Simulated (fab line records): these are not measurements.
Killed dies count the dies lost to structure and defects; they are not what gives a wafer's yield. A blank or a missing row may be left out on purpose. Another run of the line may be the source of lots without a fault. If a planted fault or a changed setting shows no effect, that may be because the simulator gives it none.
fab line records | flow sky130
[record] lots = 5 | wafers = 23
route steps=708 shown VIA4@641 METAL5@676 PASSIVATION@687
start-h: hours from the record's opening day to when the first of the lot's shown wafers began | wait-h: hours since the lot's step before | " the same as in the row above | L1.1+2: a row that stands for several wafers | - no value, or no start was given | * or withheld: withheld | < > ~ a bound
route shown NAME@n: names a module that has steps shown in the file, with the first one's number in the route | usual: mean and standard deviation over wafers with no fault | same: alike in all rows | chamber/n: place in a boat | sites: readings site by site | _std_site: how widely they spread, as a standard deviation | _edge_site: the outer-site mean with the inner-site mean subtracted | radius-mm: for every site, how far away it sits from the centre of the wafer | mask NAME#n: copy n | behind: the most recent tool/chamber to have shaped the wafer | hold: cause of the lot's hold/its duration in hours/its outcome | device: whichever transistor did not switch (one of n, p or np) | end of line: the route-end tests of the same wafers | where a step has no rows: the recipe by itself | killed: the dies lost at the first sort to structure and to defects; this is not the yield of the wafer | map: dies across one wafer; x = killed, . = not, _ = none there
set.NAME: the setting the step ran with; set.NAME@STEP: the setting that earlier step ran with | model.NAME: the simulator's own value behind a step, which no gauge read
one table per step and one row per wafer, for lots whose settings were changed on purpose
[[steps]]
[step SKY_VIA4_CMP_02]
[recipe] material = SiO2 | down-force-psi = 4 | platen-rpm = 60 | pad-velocity-m-s = 0.94248
lot.wafer  | tool   | chamber | start-h | wait-h | set.leave-above-ref-nm | model.SiO2_of_VIA4_HDPCVD_00.thk-nm
L074.1+4+6 | cmp-02 | 0,3,1   | 971.21  | 0.1    | 580                    | 578.5
L074.3     | "      | 1       | "       | "      | 580                    | 577.1
L074.5     | "      | 0       | "       | "      | 580                    | 578.4
L075.4     | cmp-02 | 0       | 980.82  | 0.1    | 561                    | 560.5
L075.1     | "      | 1       | "       | "      | 580                    | 577.8
L075.3     | "      | 2       | "       | "      | 580                    | 581.1
L075.5     | "      | 3       | "       | "      | 561                    | 559.9
L075.6     | "      | 0       | "       | "      | 580                    | 579
L078.3+5   | cmp-02 | 0,1     | 1015.00 | 0.0    | 580                    | 577.3
L078.2     | "      | 1       | "       | "      | 541.7                  | 538.1
L078.4     | "      | 2       | "       | "      | 541.7                  | 540.6
L078.6     | "      | 0       | "       | "      | 580                    | 577.9
L079.3     | cmp-02 | 1       | 1020.99 | 0.0    | 580                    | 576.5
L079.1     | "      | 2       | "       | "      | 580                    | 579.6
L079.2     | "      | 3       | "       | "      | 580                    | 577.7
L081.4     | cmp-01 | 3       | 1027.50 | 0.2    | 568.8                  | 567.3
L081.2     | "      | 1       | "       | "      | 580                    | 580.1
L081.3     | "      | 2       | "       | "      | 580                    | 579.5
L081.6     | "      | 3       | "       | "      | 568.8                  | 567.1
L081.5     | "      | 0       | "       | "      | 580                    | 580
[step SKY_VIA4_DEVELOP_10]
[recipe] resist = NOVOLAK | developer = TMAH | develop-time-s = 60 | dev-temp-c = 23
lot.wafer      | tool           | chamber | start-h | wait-h | set.develop-time-s
L074.1+5       | litho-track-03 | 0       | 994.65  | 0.1    | 65.97
L074.3+4+6     | "              | 0       | "       | "      | 60
L075.1+4+5     | litho-track-04 | 0       | 1004.33 | 0.1    | 60
L075.3+6       | "              | 0       | "       | "      | 56.93
L078.2+5       | litho-track-03 | 0       | 1037.37 | 0.1    | 60
L078.3+4+6     | "              | 0       | "       | "      | 55.9
L079.1+2+3     | litho-track-02 | 0       | 1043.67 | 0.1    | 60
L081.2+3+4+5+6 | litho-track-04 | 0       | 1049.96 | 0.1    | 60
[step SKY_VIA4_ETCH_12]
[recipe] target = SiO2 | chemistry = C4F8/O2/Ar | stop-on = TiN | mask-material = NOVOLAK | source-w = 1500 | bias-w = 1200 | pressure-mtorr = 40 | c4f8-flow-sccm = withheld | O2_flow_sccm = 6 | Ar_flow_sccm = 300 | time-s = withheld | target-depth-a = 5800
[usual] oes-product-au = 0.925/0.0045
lot.wafer | tool        | chamber | start-h | wait-h | set.leave-above-ref-nm@VIA4_CMP_02 | set.develop-time-s@VIA4_DEVELOP_10 | oes-product-au | model.VIA4.feature-depth-nm | model.VIA4.cd-nm
L074.1    | rie-diel-02 | 2       | 994.83  | 0.0    | 580                                | *                                  | 0.930          | 578.5                       | 806.2
L074.3    | "           | 3       | "       | "      | 580                                | *                                  | 0.919          | 577.1                       | 797.5
L074.4    | "           | 0       | "       | "      | 580                                | *                                  | 0.921          | 578.5                       | 797.5
L074.5    | "           | 0       | "       | "      | 580                                | *                                  | 0.922          | 578.4                       | 807.6
L074.6    | "           | 3       | "       | "      | 580                                | *                                  | 0.920          | 578.5                       | 797.4
L075.1    | rie-diel-03 | 2       | 1004.52 | 0.0    | 580                                | *                                  | 0.925          | 577.8                       | 800.8
L075.3    | "           | 0       | "       | "      | 580                                | *                                  | 0.924          | 581.1                       | 795
L075.4    | "           | 1       | "       | "      | 561                                | *                                  | 0.905          | 560.5                       | 801.8
L075.5    | "           | 2       | "       | "      | 561                                | *                                  | 0.904          | 559.9                       | 803.8
L075.6    | "           | 3       | "       | "      | 580                                | *                                  | 0.923          | 579                         | 793.7
L078.2    | rie-diel-03 | 3       | 1037.53 | 0.0    | 541.7                              | *                                  | 0.887          | 538.1                       | 799.7
L078.3    | "           | 2       | "       | "      | 580                                | *                                  | 0.928          | 577.3                       | 792.7
L078.4    | "           | 1       | "       | "      | 541.7                              | *                                  | 0.891          | 540.6                       | 793
L078.5    | "           | 2       | "       | "      | 580                                | *                                  | 0.928          | 577.3                       | 799
L078.6    | "           | 1       | "       | "      | 580                                | *                                  | 0.923          | 577.9                       | 790.8
L079.1    | rie-diel-04 | 3       | 1043.85 | 0.0    | 580                                | *                                  | 0.923          | 579.6                       | 797.9
L079.2    | "           | 0       | "       | "      | 580                                | *                                  | 0.921          | 577.7                       | 798.8
L079.3    | "           | 2       | "       | "      | 580                                | *                                  | 0.925          | 576.5                       | 798.2
L081.2    | rie-diel-02 | 3       | 1050.12 | 0.0    | 580                                | *                                  | 0.928          | 580.1                       | 799.3
L081.3    | "           | 1       | "       | "      | 580                                | *                                  | 0.928          | 579.5                       | 800.2
L081.4    | "           | 0       | "       | "      | 568.8                              | *                                  | 0.908          | 567.3                       | 800.3
L081.5    | "           | 1       | "       | "      | 580                                | *                                  | 0.923          | 580                         | 801
L081.6    | "           | 0       | "       | "      | 568.8                              | *                                  | 0.905          | 567.1                       | 802.3
[step SKY_VIA4_CVD_18]
[recipe] material = W | target-thk-nm = 505 | time-s = 152.14 | temp-c = 400 | pressure-torr = 40
lot.wafer | tool     | chamber | start-h | wait-h | set.temp-c | model.W_of_VIA4_CVD_18.thk-nm
L074.1    | cvd-w-02 | 1       | 995.56  | 0.0    | 400        | 503.8
L074.3    | "        | 0       | "       | "      | 403.3      | 537.8
L074.4    | "        | 1       | "       | "      | 403.3      | 532.8
L074.5    | "        | 1       | "       | "      | 400        | 505.3
L074.6    | "        | 0       | "       | "      | 400        | 504.1
L075.1    | cvd-w-02 | 0       | 1005.25 | 0.0    | 400        | 507.4
L075.3    | "        | 0       | "       | "      | 406.6      | 574.4
L075.4    | "        | 1       | "       | "      | 406.6      | 567.2
L075.5    | "        | 0       | "       | "      | 400        | 502.8
L075.6    | "        | 1       | "       | "      | 406.6      | 562.9
L078.2    | cvd-w-01 | 0       | 1038.26 | 0.0    | 400        | 502.4
L078.3    | "        | 0       | "       | "      | 400        | 500.4
L078.4    | "        | 1       | "       | "      | 400        | 504
L078.5    | "        | 1       | "       | "      | 400        | 505.1
L078.6    | "        | 0       | "       | "      | 400        | 504.2
L079.1    | cvd-w-01 | 0       | 1044.58 | 0.0    | 400        | 511.6
L079.2    | "        | 1       | "       | "      | 400        | 507.6
L079.3    | "        | 0       | "       | "      | 400        | 506.1
L081.2    | cvd-w-02 | 1       | 1050.90 | 0.0    | 400        | 503.9
L081.3    | "        | 1       | "       | "      | 396.2      | 473.7
L081.4    | "        | 0       | "       | "      | 400        | 506.3
L081.5    | "        | 1       | "       | "      | 396.2      | 468.9
L081.6    | "        | 0       | "       | "      | 396.2      | 471.6
[step SKY_VIA4_RS_MEAS_19]
[recipe] thk-meas-gauge = four-point-probe | reads = W_of_VIA4_CVD_18+TiN_of_VIA4_SPUTTER_17
[usual] VIA4_W_RS = 0.2263/0.0021
lot.wafer | tool          | chamber | start-h | wait-h | set.temp-c@VIA4_CVD_18 | VIA4_W_RS[ohm/sq]
L074.1    | film-metro-03 | -       | 995.71  | 0.1    | 400                    | 0.2267
L074.3    | "             | -       | "       | "      | 403.3                  | 0.2121
L074.4    | "             | -       | "       | "      | 403.3                  | 0.2141
L074.5    | "             | -       | "       | "      | 400                    | 0.2261
L074.6    | "             | -       | "       | "      | 400                    | 0.2266
L075.1    | film-metro-02 | -       | 1005.40 | 0.1    | 400                    | 0.2258
L075.3    | "             | -       | "       | "      | 406.6                  | 0.1990
L075.4    | "             | -       | "       | "      | 406.6                  | 0.2021
L075.5    | "             | -       | "       | "      | 400                    | 0.2274
L075.6    | "             | -       | "       | "      | 406.6                  | 0.2033
L078.2    | film-metro-03 | -       | 1038.43 | 0.1    | 400                    | 0.2276
L078.3    | "             | -       | "       | "      | 400                    | 0.2287
L078.4    | "             | -       | "       | "      | 400                    | 0.2266
L078.5    | "             | -       | "       | "      | 400                    | 0.2262
L078.6    | "             | -       | "       | "      | 400                    | 0.2267
L079.1    | film-metro-02 | -       | 1044.73 | 0.1    | 400                    | 0.2235
L079.2    | "             | -       | "       | "      | 400                    | 0.2257
L079.3    | "             | -       | "       | "      | 400                    | 0.2259
L081.2    | film-metro-01 | -       | 1051.07 | 0.1    | 400                    | 0.2268
L081.3    | "             | -       | "       | "      | 396.2                  | 0.2413
L081.4    | "             | -       | "       | "      | 400                    | 0.2256
L081.5    | "             | -       | "       | "      | 396.2                  | 0.2435
L081.6    | "             | -       | "       | "      | 396.2                  | 0.2429
[step SKY_VIA4_THK_MEAS_20]
[recipe] thk-meas-gauge = xrf | reads = W_of_VIA4_CVD_18
[usual] VIA4_W_THK = 506/5.8
lot.wafer | tool          | chamber | start-h | wait-h | set.temp-c@VIA4_CVD_18 | VIA4_W_THK[nm]
L074.1    | film-metro-03 | -       | 995.83  | 0.1    | 400                    | 508
L074.3    | "             | -       | "       | "      | 403.3                  | 542
L074.4    | "             | -       | "       | "      | 403.3                  | 537
L074.5    | "             | -       | "       | "      | 400                    | 505
L074.6    | "             | -       | "       | "      | 400                    | 507
L075.1    | film-metro-02 | -       | 1005.52 | 0.1    | 400                    | 502
L075.3    | "             | -       | "       | "      | 406.6                  | 570
L075.4    | "             | -       | "       | "      | 406.6                  | 560
L075.5    | "             | -       | "       | "      | 400                    | 498
L075.6    | "             | -       | "       | "      | 406.6                  | 555
L078.2    | film-metro-03 | -       | 1038.54 | 0.1    | 400                    | 498
L078.3    | "             | -       | "       | "      | 400                    | 499
L078.4    | "             | -       | "       | "      | 400                    | 500
L078.5    | "             | -       | "       | "      | 400                    | 502
L078.6    | "             | -       | "       | "      | 400                    | 501
L079.1    | film-metro-02 | -       | 1044.85 | 0.1    | 400                    | 506
L079.2    | "             | -       | "       | "      | 400                    | 503
L079.3    | "             | -       | "       | "      | 400                    | 502
L081.2    | film-metro-01 | -       | 1051.18 | 0.1    | 400                    | 508
L081.3    | "             | -       | "       | "      | 396.2                  | 481
L081.4    | "             | -       | "       | "      | 400                    | 513
L081.5    | "             | -       | "       | "      | 396.2                  | 473
L081.6    | "             | -       | "       | "      | 396.2                  | 476
[step SKY_METAL5_METAL_ETCH_15]
[recipe] target-depth-a = 12600 | stop-on = SiO2 | over-etch-frac = 0.2 | time-s = 252 | chemistry = Cl2/BCl3 | resist-sidewall-deg = 86 | pressure-mtorr = 10 | icp-w = 900 | bias-w = 48.5 | Cl2_flow_sccm = 60 | bcl3-flow-sccm = 30
lot.wafer | tool         | chamber | start-h | wait-h | set.icp-w | set.leave-above-ref-nm@VIA4_CMP_02 | model.NOVOLAK_of_METAL5_COAT_09.thk-nm | model.SiO2_of_VIA4_HDPCVD_00.thk-nm
L074.1    | rie-metal-04 | 0       | 1020.00 | 0.0    | 900       | 580                                | 1051                                   | 548.1
L074.3    | "            | 1       | "       | "      | 838.2     | 580                                | 1100                                   | 548.2
L074.4    | "            | 0       | "       | "      | 838.2     | 580                                | 1094                                   | 549.1
L074.5    | "            | 0       | "       | "      | 838.2     | 580                                | 1084                                   | 549
L074.6    | "            | 1       | "       | "      | 900       | 580                                | 1056                                   | 548.3
L075.1    | rie-metal-04 | 1       | 1029.10 | 0.0    | 900       | 580                                | 1060                                   | 547.9
L075.3    | "            | 1       | "       | "      | 900       | 580                                | 1067                                   | 551.3
L075.4    | "            | 0       | "       | "      | 990.8     | 561                                | 981                                    | 528.3
L075.5    | "            | 0       | "       | "      | 990.8     | 561                                | 972.2                                  | 527.7
L075.6    | "            | 1       | "       | "      | 990.8     | 580                                | 996.8                                  | 547.5
L078.2    | rie-metal-04 | 0       | 1061.03 | 0.0    | 900       | 541.7                              | 1036                                   | 507.4
L078.3    | "            | 1       | "       | "      | 900       | 580                                | 1060                                   | 547.4
L078.4    | "            | 0       | "       | "      | 900       | 541.7                              | 1040                                   | 509.9
L078.5    | "            | 0       | "       | "      | 900       | 580                                | 1036                                   | 546.7
L078.6    | "            | 1       | "       | "      | 900       | 580                                | 1058                                   | 547.9
L079.1    | rie-metal-01 | 1       | 1067.15 | 0.0    | 900       | 580                                | 1019                                   | 548.5
L079.2    | "            | 0       | "       | "      | 900       | 580                                | 1030                                   | 547.1
L079.3    | "            | 0       | "       | "      | 900       | 580                                | 1028                                   | 545.8
L081.2    | rie-metal-02 | 1       | 1073.66 | 0.1    | 900       | 580                                | 1025                                   | 549.2
L081.3    | "            | 1       | "       | "      | 1007      | 580                                | 954                                    | 546.6
L081.4    | "            | 1       | "       | "      | 900       | 568.8                              | 1031                                   | 536.5
L081.5    | "            | 1       | "       | "      | 1007      | 580                                | 950.1                                  | 547
L081.6    | "            | 1       | "       | "      | 900       | 568.8                              | 1031                                   | 536.3
[step SKY_METAL5_STRIP_16]
[recipe] chemistry = O2/N2 | power-w = 1400 | pressure-mtorr = 1500 | platen-temp-c = withheld | o2-flow-sccm = 3000 | n2-flow-sccm = 300 | overash-fraction = 0.5
[usual] strip-time-to-endpoint-s = 13.13/0.13
lot.wafer | tool            | chamber | start-h | wait-h | set.icp-w@METAL5_METAL_ETCH_15 | strip-time-to-endpoint-s
L074.1    | plasma-asher-04 | 0       | 1020.24 | 0.2    | 900                            | 13.23
L074.3    | "               | 1       | "       | "      | 838.2                          | 13.81
L074.4    | "               | 0       | "       | "      | 838.2                          | 13.73
L074.5    | "               | 0       | "       | "      | 838.2                          | 13.61
L074.6    | "               | 1       | "       | "      | 900                            | 13.30
L075.1    | plasma-asher-03 | 0       | 1029.34 | 0.2    | 900                            | 13.32
L075.3    | "               | 0       | "       | "      | 900                            | 13.43
L075.4    | "               | 1       | "       | "      | 990.8                          | 12.50
L075.5    | "               | 1       | "       | "      | 990.8                          | 12.41
L075.6    | "               | 0       | "       | "      | 990.8                          | 12.71
L078.2    | plasma-asher-02 | 0       | 1061.27 | 0.2    | 900                            | 13.08
L078.3    | "               | 1       | "       | "      | 900                            | 13.33
L078.4    | "               | 0       | "       | "      | 900                            | 13.13
L078.5    | "               | 1       | "       | "      | 900                            | 13.10
L078.6    | "               | 0       | "       | "      | 900                            | 13.30
L079.1    | plasma-asher-03 | 0       | 1067.39 | 0.2    | 900                            | 12.89
L079.2    | "               | 1       | "       | "      | 900                            | 13.00
L079.3    | "               | 0       | "       | "      | 900                            | 12.99
L081.2    | plasma-asher-02 | 0       | 1074.06 | 0.3    | 900                            | 12.97
L081.3    | "               | 1       | "       | "      | 1007                           | 12.20
L081.4    | "               | 0       | "       | "      | 900                            | 13.00
L081.5    | "               | 0       | "       | "      | 1007                           | 12.15
L081.6    | "               | 1       | "       | "      | 900                            | 13.02
[step SKY_PASSIVATION_COAT_06]
[recipe] spin-rpm = 2000 | resist-thk-nm = 3000
lot.wafer | tool           | chamber | start-h | wait-h | set.spin-rpm | model.coat_of_PASSIVATION_COAT_06.thk-nm
L074.1    | litho-track-04 | 0       | 1031.68 | 0.1    | 2000         | 2997
L074.3    | "              | 0       | "       | "      | 1874         | 3081
L074.4    | "              | 0       | "       | "      | 2000         | 2995
L074.5    | "              | 0       | "       | "      | 2000         | 2996
L074.6    | "              | 0       | "       | "      | 1874         | 3096
L075.1+4  | litho-track-01 | 0       | 1040.92 | 0.1    | 2000         | 3002
L075.3    | "              | 0       | "       | "      | 1882         | 3101
L075.5    | "              | 0       | "       | "      | 1882         | 3092
L075.6    | "              | 0       | "       | "      | 2000         | 3000
L078.2    | litho-track-03 | 0       | 1072.87 | 0.1    | 2068         | 2960
L078.3    | "              | 0       | "       | "      | 2068         | 2954
L078.4    | "              | 0       | "       | "      | 2000         | 3004
L078.5    | "              | 0       | "       | "      | 2000         | 3012
L078.6    | "              | 0       | "       | "      | 2000         | 3011
L079.1    | litho-track-03 | 0       | 1078.25 | 0.1    | 2000         | 3000
L079.2    | "              | 0       | "       | "      | 2000         | 2999
L079.3    | "              | 0       | "       | "      | 2000         | 3005
L081.2+6  | litho-track-03 | 0       | 1084.57 | 0.1    | 2000         | 2999
L081.3    | "              | 0       | "       | "      | 1867         | 3114
L081.4    | "              | 0       | "       | "      | 1867         | 3107
L081.5    | "              | 0       | "       | "      | 2000         | 3003
[step SKY_PASSIVATION_SOFTBAKE_07]
[recipe] temp-c = 110 | time-s = withheld
[step SKY_PASSIVATION_EXPOSE_08]
[recipe] mask-id = NSM | target-cd-nm = 3000 | na = 0.57 | dose-mj = 260
[step SKY_PASSIVATION_PEB_09]
[recipe] temp-c = 115 | time-s = withheld
[step SKY_PASSIVATION_DEVELOP_10]
[recipe] develop-time-s = 60 | dev-temp-c = 23
[step SKY_PASSIVATION_ETCH_11]
[recipe] chemistry = CF4/O2 | target-depth-nm = 725 | stop-on = AlCu | source-w = 800 | bias-w = 146.6 | pressure-mtorr = 150 | cf4-flow-sccm = 80 | O2_flow_sccm = 10 | time-s = 161.1
lot.wafer | tool        | chamber | start-h | wait-h | set.spin-rpm@PASSIVATION_COAT_06 | model.coat_of_PASSIVATION_COAT_06.thk-nm
L074.1    | rie-diel-01 | 1       | 1043.25 | -      | 2000                             | 2514
L074.3    | "           | 0       | "       | "      | 1874                             | 2601
L074.4+5  | "           | 2       | "       | "      | 2000                             | 2517
L074.6    | "           | 1       | "       | "      | 1874                             | 2620
L075.1    | rie-diel-03 | 1       | 1052.07 | -      | 2000                             | 2516
L075.3    | "           | 2       | "       | "      | 1882                             | 2614
L075.4    | "           | 0       | "       | "      | 2000                             | 2525
L075.5    | "           | 2       | "       | "      | 1882                             | 2603
L075.6    | "           | 1       | "       | "      | 2000                             | 2518
L078.2    | rie-diel-01 | 1       | 1083.27 | -      | 2068                             | 2480
L078.3    | "           | 3       | "       | "      | 2068                             | 2468
L078.4    | "           | 2       | "       | "      | 2000                             | 2517
L078.5    | "           | 0       | "       | "      | 2000                             | 2532
L078.6    | "           | 3       | "       | "      | 2000                             | 2523
L079.1    | rie-diel-03 | 1       | 1089.47 | -      | 2000                             | 2517
L079.2    | "           | 3       | "       | "      | 2000                             | 2515
L079.3    | "           | 0       | "       | "      | 2000                             | 2536
L081.2    | rie-diel-01 | 1       | 1095.17 | -      | 2000                             | 2534
L081.3    | "           | 0       | "       | "      | 1867                             | 2639
L081.4    | "           | 3       | "       | "      | 1867                             | 2629
L081.5    | "           | 3       | "       | "      | 2000                             | 2526
L081.6    | "           | 0       | "       | "      | 2000                             | 2530
[step SKY_PASSIVATION_STRIP_12]
[recipe] chemistry = O2/N2 | power-w = 1400 | pressure-mtorr = 1500 | platen-temp-c = withheld | overash-fraction = 0.7 | o2-flow-sccm = 3000 | n2-flow-sccm = 300
[usual] strip-time-to-endpoint-s = 31.59/0.1
lot.wafer | tool            | chamber | start-h | wait-h | set.spin-rpm@PASSIVATION_COAT_06 | strip-time-to-endpoint-s
L074.1    | plasma-asher-03 | 0       | 1043.35 | 0.1    | 2000                             | 31.49
L074.3    | "               | 1       | "       | "      | 1874                             | 32.49
L074.4    | "               | 0       | "       | "      | 2000                             | 31.53
L074.5    | "               | 0       | "       | "      | 2000                             | 31.51
L074.6    | "               | 1       | "       | "      | 1874                             | 32.70
L075.1    | plasma-asher-03 | 0       | 1052.17 | 0.1    | 2000                             | 31.52
L075.3    | "               | 1       | "       | "      | 1882                             | 32.65
L075.4    | "               | 0       | "       | "      | 2000                             | 31.64
L075.5    | "               | 0       | "       | "      | 1882                             | 32.50
L075.6    | "               | 1       | "       | "      | 2000                             | 31.52
L078.2    | plasma-asher-04 | 0       | 1083.37 | 0.1    | 2068                             | 31.08
L078.3    | "               | 1       | "       | "      | 2068                             | 30.94
L078.4    | "               | 0       | "       | "      | 2000                             | 31.53
L078.5    | "               | 1       | "       | "      | 2000                             | 31.71
L078.6    | "               | 0       | "       | "      | 2000                             | 31.60
L079.1    | plasma-asher-04 | 1       | 1089.57 | 0.1    | 2000                             | 31.54
L079.2    | "               | 0       | "       | "      | 2000                             | 31.50
L079.3    | "               | 0       | "       | "      | 2000                             | 31.77
L081.2    | plasma-asher-04 | 1       | 1095.27 | 0.1    | 2000                             | 31.72
L081.3    | "               | 0       | "       | "      | 1867                             | 32.96
L081.4    | "               | 1       | "       | "      | 1867                             | 32.83
L081.5    | "               | 0       | "       | "      | 2000                             | 31.63
L081.6    | "               | 1       | "       | "      | 2000                             | 31.69
[[key]]
[split] step = SKY_VIA4_CMP_02 | setting = leave-above-ref-nm | stated = 580 | by = wafer
[response] step = SKY_VIA4_CMP_02 | reading = model.SiO2_of_VIA4_HDPCVD_00.thk-nm | change = +5.84 | per = 1% | r = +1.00
[response] step = SKY_VIA4_ETCH_12 | reading = oes-product-au | change = +0.00598 | per = 1% | r = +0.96
[response] step = SKY_VIA4_ETCH_12 | reading = model.VIA4.feature-depth-nm | change = +5.84 | per = 1% | r = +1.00
[response] step = SKY_METAL5_METAL_ETCH_15 | reading = model.SiO2_of_VIA4_HDPCVD_00.thk-nm | change = +5.96 | per = 1% | r = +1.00
[split] step = SKY_VIA4_DEVELOP_10 | setting = develop-time-s | stated = 60 | by = wafer
[response] step = SKY_VIA4_ETCH_12 | reading = model.VIA4.cd-nm | change = +1.06 | per = 1% | r = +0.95
[split] step = SKY_VIA4_CVD_18 | setting = temp-c | stated = 400 | by = wafer
[response] step = SKY_VIA4_CVD_18 | reading = model.W_of_VIA4_CVD_18.thk-nm | change = +37.5 | per = 1% | r = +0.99
[response] step = SKY_VIA4_RS_MEAS_19 | reading = VIA4_W_RS | change = -0.0158 | per = 1% | r = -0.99
[response] step = SKY_VIA4_THK_MEAS_20 | reading = VIA4_W_THK | change = +37.4 | per = 1% | r = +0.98
[split] step = SKY_METAL5_METAL_ETCH_15 | setting = icp-w | stated = 900 | by = wafer
[response] step = SKY_METAL5_METAL_ETCH_15 | reading = model.NOVOLAK_of_METAL5_COAT_09.thk-nm | change = -6.86 | per = 1% | r = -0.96
[response] step = SKY_METAL5_STRIP_16 | reading = strip-time-to-endpoint-s | change = * | per = 1% | r = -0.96
[split] step = SKY_PASSIVATION_COAT_06 | setting = spin-rpm | stated = 2000 | by = wafer
[response] step = SKY_PASSIVATION_COAT_06 | reading = model.coat_of_PASSIVATION_COAT_06.thk-nm | change = -15.8 | per = 1% | r = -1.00
[response] step = SKY_PASSIVATION_ETCH_11 | reading = model.coat_of_PASSIVATION_COAT_06.thk-nm | change = -15.2 | per = 1% | r = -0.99
[response] step = SKY_PASSIVATION_STRIP_12 | reading = strip-time-to-endpoint-s | change = * | per = 1% | r = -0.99
